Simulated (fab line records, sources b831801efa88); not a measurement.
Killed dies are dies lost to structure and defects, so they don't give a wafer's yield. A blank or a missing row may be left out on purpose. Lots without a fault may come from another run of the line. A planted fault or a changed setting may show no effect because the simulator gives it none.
The tool behind it: which one? / flow sky130 / 24 lots, 72 wafers sampled, at 4 steps of a route of 708

WHAT THE GAUGES SHOWED, per wafer
SKY_VT_ADJUST_PCH_TW_MEAS_10. Usual: VT_ADJUST_PCH_TW gives 142.3 (standard deviation 1.7).
lot=L074; measured=day 10 05:33; on=filmMetro-03; VT_ADJUST_PCH_TW=144.0 143.4 144.4; flag=
lot=L075; measured=day 10 13:24; on=filmMetro-04; VT_ADJUST_PCH_TW=139.8 140.0 140.2; flag=
lot=L076; measured=day 10 23:19; on=filmMetro-03; VT_ADJUST_PCH_TW=143.6 143.2 144.2; flag=
lot=L077; measured=day 11 05:41; on=filmMetro-04; VT_ADJUST_PCH_TW=139.6 139.8 140.6; flag=
lot=L078; measured=day 11 14:36; on=filmMetro-02; VT_ADJUST_PCH_TW=144.3 143.7 143.7; flag=
lot=L079; measured=day 11 22:23; on=filmMetro-02; VT_ADJUST_PCH_TW=142.7 143.8 143.3; flag=
lot=L080; measured=day 12 09:16; on=filmMetro-03; VT_ADJUST_PCH_TW=142.2 143.2 142.7; flag=
lot=L081; measured=day 12 16:45; on=filmMetro-03; VT_ADJUST_PCH_TW=142.8 142.3 142.9; flag=
lot=L082; measured=day 13 00:26; on=filmMetro-02; VT_ADJUST_PCH_TW=144.1 144.4 144.1; flag=
lot=L083; measured=day 13 05:56; on=filmMetro-03; VT_ADJUST_PCH_TW=142.3 142.2 142.2; flag=
lot=L084; measured=day 13 13:32; on=filmMetro-02; VT_ADJUST_PCH_TW=144.6 145.3 144.2; flag=
lot=L085; measured=day 13 22:36; on=filmMetro-04; VT_ADJUST_PCH_TW=139.7 139.8 139.8; flag=
lot=L086; measured=day 14 06:36; on=filmMetro-04; VT_ADJUST_PCH_TW=140.8 140.5 140.1; flag=
lot=L087; measured=day 14 10:51; on=filmMetro-02; VT_ADJUST_PCH_TW=143.6 142.7 144.0; flag=
lot=L088; measured=day 14 18:03; on=filmMetro-02; VT_ADJUST_PCH_TW=143.6 142.9 143.2; flag=
lot=L089; measured=day 15 01:45; on=filmMetro-04; VT_ADJUST_PCH_TW=140.3 140.9 140.3; flag=
lot=L090; measured=day 15 10:18; on=filmMetro-02; VT_ADJUST_PCH_TW=142.5 142.8 142.9; flag=
lot=L091; measured=day 15 18:53; on=filmMetro-03; VT_ADJUST_PCH_TW=141.5 141.9 140.5; flag=
lot=L092; measured=day 16 01:46; on=filmMetro-04; VT_ADJUST_PCH_TW=139.8 139.6 139.6; flag=
lot=L093; measured=day 16 12:24; on=filmMetro-02; VT_ADJUST_PCH_TW=144.0 144.3 143.6; flag=
lot=L094; measured=day 16 21:27; on=filmMetro-02; VT_ADJUST_PCH_TW=143.8 143.8 144.5; flag=
lot=L095; measured=day 17 02:17; on=filmMetro-04; VT_ADJUST_PCH_TW=140.8 140.5 141.8; flag=
lot=L096; measured=day 17 09:19; on=filmMetro-03; VT_ADJUST_PCH_TW=143.9 143.5 143.2; flag=
lot=L097; measured=day 18 04:38; on=filmMetro-04; VT_ADJUST_PCH_TW=140.7 140.3 140.5; flag=

SKY_SONOS_ONO_CD_MEAS_13: target cd 410 nm. Usual: cdNm reads 409.3 nm (standard deviation 2.1).
lot=L074; measured=day 12 11:55; on=cdSem-02; cdNm (nm)=406.2 405.4 406.3; flag=
lot=L075; measured=day 12 18:51; on=cdSem-01; cdNm (nm)=408.1 404.7 409.2; flag=
lot=L076; measured=day 13 05:02; on=cdSem-02; cdNm (nm)=412.1 412.1 412.4; flag=
lot=L077; measured=day 13 09:43; on=cdSem-02; cdNm (nm)=408.1 408.0 405.9; flag=
lot=L078; measured=day 13 20:32; on=cdSem-01; cdNm (nm)=411.5 411.2 409.6; flag=
lot=L079; measured=day 14 06:19; on=cdSem-01; cdNm (nm)=408.5 408.7 407.2; flag=
lot=L080; measured=day 14 16:55; on=cdSem-02; cdNm (nm)=411.3 408.7 409.1; flag=
lot=L081; measured=day 15 02:06; on=cdSem-02; cdNm (nm)=409.5 412.3 411.3; flag=
lot=L082; measured=day 15 09:46; on=cdSem-01; cdNm (nm)=407.6 414.5 409.4; flag=
lot=L083; measured=day 15 20:39; on=cdSem-02; cdNm (nm)=408.3 411.3 410.2; flag=
lot=L084; measured=day 16 03:30; on=cdSem-02; cdNm (nm)=411.7 412.6 410.9; flag=
lot=L085; measured=day 16 10:49; on=cdSem-01; cdNm (nm)=408.1 410.4 410.0; flag=
lot=L086; measured=day 16 20:50; on=cdSem-01; cdNm (nm)=409.2 410.8 409.4; flag=
lot=L087; measured=day 17 00:07; on=cdSem-02; cdNm (nm)=411.4 409.4 410.1; flag=
lot=L088; measured=day 17 08:39; on=cdSem-02; cdNm (nm)=409.4 409.1 409.2; flag=
lot=L089; measured=day 17 16:04; on=cdSem-02; cdNm (nm)=409.4 408.7 407.9; flag=
lot=L090; measured=day 18 00:28; on=cdSem-02; cdNm (nm)=405.5 408.3 409.9; flag=
lot=L091; measured=day 18 09:41; on=cdSem-02; cdNm (nm)=408.8 407.5 407.1; flag=
lot=L092; measured=day 18 19:05; on=cdSem-02; cdNm (nm)=407.0 407.7 408.0; flag=
lot=L093; measured=day 19 06:46; on=cdSem-02; cdNm (nm)=411.4 411.2 409.6; flag=
lot=L094; measured=day 19 15:10; on=cdSem-01; cdNm (nm)=408.3 408.1 407.7; flag=
lot=L095; measured=day 20 08:26; on=cdSem-01; cdNm (nm)=414.0 411.8 413.2; flag=
lot=L096; measured=day 20 08:35; on=cdSem-02; cdNm (nm)=409.8 411.2 410.2; flag=
lot=L097; measured=day 20 21:58; on=cdSem-01; cdNm (nm)=409.1 407.6 407.3; flag=

SKY_POLY_GATE_CD_MEAS_22. Usual: cdNm reads 149.8 nm (standard deviation 1.6).
lot=L074; measured=day 16 05:53; on=cdSem-02; cdNm (nm)=146.5 150.0 149.2; flag=
lot=L075; measured=day 16 14:44; on=cdSem-01; cdNm (nm)=149.7 147.4 148.6; flag=
lot=L076; measured=day 17 07:55; on=cdSem-02; cdNm (nm)=152.3 149.2 150.9; flag=
lot=L077; measured=day 17 09:07; on=cdSem-01; cdNm (nm)=151.4 154.9 152.3; flag=
lot=L078; measured=day 17 21:49; on=cdSem-02; cdNm (nm)=147.5 149.2 149.6; flag=
lot=L079; measured=day 18 12:52; on=cdSem-01; cdNm (nm)=149.3 149.6 150.9; flag=
lot=L080; measured=day 18 22:06; on=cdSem-02; cdNm (nm)=152.4 149.4 149.7; flag=
lot=L081; measured=day 19 05:23; on=cdSem-02; cdNm (nm)=148.5 152.6 150.1; flag=
lot=L082; measured=day 19 12:19; on=cdSem-02; cdNm (nm)=148.5 149.4 148.7; flag=
lot=L083; measured=day 19 20:23; on=cdSem-01; cdNm (nm)=150.1 151.8 150.2; flag=
lot=L084; measured=day 20 06:49; on=cdSem-01; cdNm (nm)=149.9 150.3 147.8; flag=
lot=L085; measured=day 20 18:04; on=cdSem-01; cdNm (nm)=149.3 151.7 149.1; flag=
lot=L086; measured=day 21 04:10; on=cdSem-01; cdNm (nm)=149.8 148.8 149.6; flag=
lot=L087; measured=day 21 05:44; on=cdSem-01; cdNm (nm)=147.7 151.0 149.7; flag=
lot=L088; measured=day 21 20:40; on=cdSem-01; cdNm (nm)=150.1 151.2 149.1; flag=
lot=L089; measured=day 21 23:40; on=cdSem-01; cdNm (nm)=150.3 150.1 151.8; flag=
lot=L090; measured=day 22 04:16; on=cdSem-01; cdNm (nm)=147.1 148.0 148.7; flag=
lot=L091; measured=day 22 20:25; on=cdSem-02; cdNm (nm)=152.5 149.1 151.3; flag=
lot=L092; measured=day 23 02:05; on=cdSem-01; cdNm (nm)=149.2 147.5 149.7; flag=
lot=L093; measured=day 23 13:11; on=cdSem-02; cdNm (nm)=149.8 148.1 150.2; flag=
lot=L094; measured=day 23 19:32; on=cdSem-02; cdNm (nm)=148.2 149.1 148.0; flag=
lot=L095; measured=day 24 14:30; on=cdSem-01; cdNm (nm)=147.3 146.8 147.0; flag=
lot=L096; measured=day 24 15:52; on=cdSem-02; cdNm (nm)=149.8 151.7 149.3; flag=
lot=L097; measured=day 25 01:45; on=cdSem-01; cdNm (nm)=151.0 150.7 151.4; flag=

SKY_METAL3_CD_MEAS_13: target cd 300 nm. Usual: cdNm reads 299.9 nm (standard deviation 1.4).
lot=L074; measured=day 38 07:25; on=cdSem-01; cdNm (nm)=296.7 295.3 298.0; flag=
lot=L075; measured=day 38 16:19; on=cdSem-01; cdNm (nm)=301.1 301.6 300.8; flag=
lot=L076; measured=day 39 08:38; on=cdSem-02; cdNm (nm)=299.5 300.5 299.5; flag=
lot=L077; measured=day 39 09:59; on=cdSem-01; cdNm (nm)=299.3 297.8 298.2; flag=
lot=L078; measured=day 39 18:10; on=cdSem-02; cdNm (nm)=301.2 300.5 300.5; flag=
lot=L079; measured=day 40 03:40; on=cdSem-02; cdNm (nm)=302.2 301.5 302.5; flag=
lot=L080; measured=day 40 14:20; on=cdSem-01; cdNm (nm)=301.1 301.6 300.8; flag=
lot=L081; measured=day 40 20:49; on=cdSem-02; cdNm (nm)=298.1 297.9 299.8; flag=
lot=L082; measured=day 41 02:22; on=cdSem-02; cdNm (nm)=299.8 300.4 301.2; flag=
lot=L083; measured=day 41 06:31; on=cdSem-02; cdNm (nm)=301.2 300.4 300.7; flag=
lot=L084; measured=day 41 16:20; on=cdSem-02; cdNm (nm)=300.4 300.4 299.4; flag=
lot=L085; measured=day 42 00:10; on=cdSem-02; cdNm (nm)=300.4 299.8 299.0; flag=
lot=L086; measured=day 42 08:31; on=cdSem-02; cdNm (nm)=299.9 300.7 300.2; flag=
lot=L087; measured=day 42 09:26; on=cdSem-01; cdNm (nm)=300.3 299.8 300.8; flag=
lot=L088; measured=day 42 19:44; on=cdSem-02; cdNm (nm)=298.2 298.1 298.5; flag=
lot=L089; measured=day 42 23:14; on=cdSem-02; cdNm (nm)=300.9 299.3 301.4; flag=
lot=L090; measured=day 43 04:17; on=cdSem-02; cdNm (nm)=301.8 299.6 300.8; flag=
lot=L091; measured=day 43 14:31; on=cdSem-02; cdNm (nm)=300.3 301.7 300.5; flag=
lot=L092; measured=day 43 17:47; on=cdSem-01; cdNm (nm)=300.5 300.6 301.4; flag=
lot=L093; measured=day 44 03:48; on=cdSem-02; cdNm (nm)=298.5 297.7 299.7; flag=
lot=L094; measured=day 44 07:48; on=cdSem-02; cdNm (nm)=301.1 301.2 300.3; flag=
lot=L095; measured=day 44 21:00; on=cdSem-02; cdNm (nm)=297.5 297.6 298.2; flag=
lot=L096; measured=day 45 00:26; on=cdSem-02; cdNm (nm)=299.4 301.4 301.3; flag=
lot=L097; measured=day 45 05:44; on=cdSem-01; cdNm (nm)=300.8 300.0 302.6; flag=

WHICH TOOL RAN EACH LOT (tool, then ch and the chambers of the sampled wafers, then the start)
No process step before these readings appears in the record.

WHAT THE TOOLS THEMSELVES READ (means of the sampled wafers that have a number; where no wafer has one, the mark that the record gives instead)
The record holds no such reading with a usual standard deviation.

THE ANSWER, worked out from the rows above alone
Rule: a lot is off if the mean of its wafers that have a number lies more than 3 standard deviations from the usual mean. A lot without any number at a reading at which 4 lots or more have one is off too. Where the step has rows for the other lots, those lots are counted as sound. After the gauges, taken in route order, come the tools' own readings; for these a lot's mean is taken, as printed above. The first step at which some lot is off is used, and at that step the reading that is off furthest; a lot without a number counts as furthest.
No lot is off at any reading shown: from this, nothing can be told.

WHAT THE SIMULATOR HAD PUT IN
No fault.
